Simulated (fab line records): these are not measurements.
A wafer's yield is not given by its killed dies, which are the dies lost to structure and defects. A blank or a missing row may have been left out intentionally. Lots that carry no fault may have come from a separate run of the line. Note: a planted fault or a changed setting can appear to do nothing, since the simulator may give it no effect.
Comparing a struck lot with a sound one -- flow sky130 -- 19 out of 708 route steps
Sound: wafers L607.1, L607.2, L607.5. The struck wafers were L608.1, L608.2, L608.3. Last of all comes the cause.
Order at every step that has rows: each side's tool, ch and its chambers, its first start. Under that, the readings that differ: sound wafers -- struck wafers -- difference of the means -- sigmas: that difference in standard deviations of wafers without a fault.
alike: readings with means less than 2 such deviations apart, plus words and numbers identical on both sides. not compared: withheld readings, readings lacking a value on some wafer, bounds such as >300 that could conceal the same value, and numbers that have no deviation in the record and whose values overlap.
The two part at a step that has a row with sigmas, a row that says differs or no value, or rows on one side only. Numbers that don't overlap but have no deviation are shown without sigmas and don't part them. A reading that every wafer of one side lacks parts them only if that side has two wafers or more.

SKY_VIA1_ETCH_15: etches SiO2 in C4F8/O2/Ar, stops on TiN, target depth 351 nm, time 54 s.
  sound on rie-diel-02 ch 1,2,3, day 36 11:44; struck on rie-diel-03 ch 0,1,3, day 37 03:23
  alike: bias-w, oes-product-au
  not compared: rf-hours-counter-h
then, 4 steps without rows for these wafers: SKY_VIA1_STRIP_16 (strips in O2/N2); SKY_VIA1_STRIP_17 (strips in post etch residue remover, time 1200 s); SKY_VIA1_CLEAN_18 (cleans in IPA, time 180 s); SKY_VIA1_CLEAN_19 (cleans in O3/DIW).
SKY_VIA1_SPUTTER_20: material TiN, target thk 20 nm, time 80 s.
  sound on pvd-sputter-02, day 36 12:25; struck on pvd-sputter-02, day 37 04:04
  alike: cathode-dc-power-W, chamber-pressure-pa, throttle-valve-pct
SKY_VIA1_CVD_21: deposits W, target thk 270 nm, time 80.902 s.
  sound on cvd-w-01 ch 0,1, day 36 12:29; struck on cvd-w-02 ch 0,1, day 37 04:08
  alike: heater-power-w
SKY_VIA1_RS_MEAS_22: a four-point-probe measurement.
  sound on film-metro-01, day 36 12:34; struck on film-metro-03, day 37 04:13
  alike: VIA1_W_RS
SKY_VIA1_THK_MEAS_23: measures by xrf.
  sound on film-metro-01, day 36 12:41; struck on film-metro-03, day 37 04:20
  alike: VIA1_W_THK
SKY_VIA1_CMP_24: polishes, stops on SiO2, t overpolish 15 s, target thk 0 nm.
  sound on cmp-02 ch 1,3, day 36 12:45; struck on cmp-01 ch 1,2,3, day 37 04:24
  alike: motor-current-A, overpolish-run-s, slurry-filter-dp-kPa, time-to-endpoint-s
then, 2 steps without rows for these wafers: SKY_METAL2_SPUTTER_00 (material Ti, target thk 15 nm, time 10 s); SKY_METAL2_SPUTTER_01 (material TiN, target thk 20 nm, time 16.7 s).
SKY_METAL2_SPUTTER_02: material AlCu, target thk 250 nm, time 13.3 s.
  sound on pvd-sputter-04, day 36 13:06; struck on pvd-sputter-03, day 37 04:45
  no value came back on the struck wafers for cathode-dc-power-W (W), chamber-pressure-pa (Pa), throttle-valve-pct (%); on the sound wafers cathode-dc-power-W (W) reads 10598 10599 10601
SKY_METAL2_SPUTTER_03: material Ti, target thk 5 nm, time 3.3 s.
  sound on pvd-sputter-04, day 36 13:07; struck on pvd-sputter-03, day 37 04:47
  alike: cathode-dc-power-W, chamber-pressure-pa, throttle-valve-pct
then, 1 step without rows for these wafers: SKY_METAL2_SPUTTER_04 (material TiN, target thk 70 nm, time 58.3 s).
SKY_METAL2_RS_MEAS_05: a four-point-probe measurement.
  sound on film-metro-02, day 36 13:11; struck on film-metro-03, day 37 04:50
reading,sound,struck,difference,sigmas
METAL2_ALCU_RS (ohm/sq),0.1254 0.1237 0.1256,8.7257 8.6723 8.7411,+8.5881,+99 or more
SKY_METAL2_THK_MEAS_06: measures by xrf.
  sound on film-metro-02, day 36 13:19; struck on film-metro-03, day 37 04:58
reading,sound,struck,difference,sigmas
METAL2_ALCU_THK (nm),256 258 256,<1 <1 <1,differs,
then, 1 step without rows for these wafers: SKY_METAL2_DEHYDRATE_07 (time 60 s).
-- the record jumps here: 11 days lie between the struck wafers' starts before and after (it left off in module METAL2 and takes up again in module PAD_OPEN, whose first step shown is number 708 of the route) --
SKY_PAD_OPEN_PROBE_99:
  sound on prober-02, day 47 15:56; struck on prober-01, day 48 04:35
reading,sound,struck,difference,sigmas
defect-limited-yield (%),82.9 81.3 83.5,0 0 0,-83,-41
killed_at_M0_to_M3,48 49 29,441 446 448,+403,+52
killed-dies,84 92 81,492 492 492,+406,+41
killed-on-rim,14 22 17,96 96 96,+78,+20
sort_bin_5_function (%),9.6 10.0 10.2,92.9 93.9 91.9,+83.0,+55
sort-n-pass,408 400 411,0 0 0,-406,-41
sort-yield-pct (%),82.9 81.3 83.5,0 0 0,-83,-41
  alike: killed_at_M4_up, killed-at-contacts, killed-at-front-end, killed-at-other, killed-open, killed-short, sort_bin_3_pad_short, sort_bin_6_memory

== WHERE THEY PART ==
At SKY_METAL2_SPUTTER_02 first; at SKY_PAD_OPEN_PROBE_99 last (within this record only).

WHY: the cause the simulator had injected
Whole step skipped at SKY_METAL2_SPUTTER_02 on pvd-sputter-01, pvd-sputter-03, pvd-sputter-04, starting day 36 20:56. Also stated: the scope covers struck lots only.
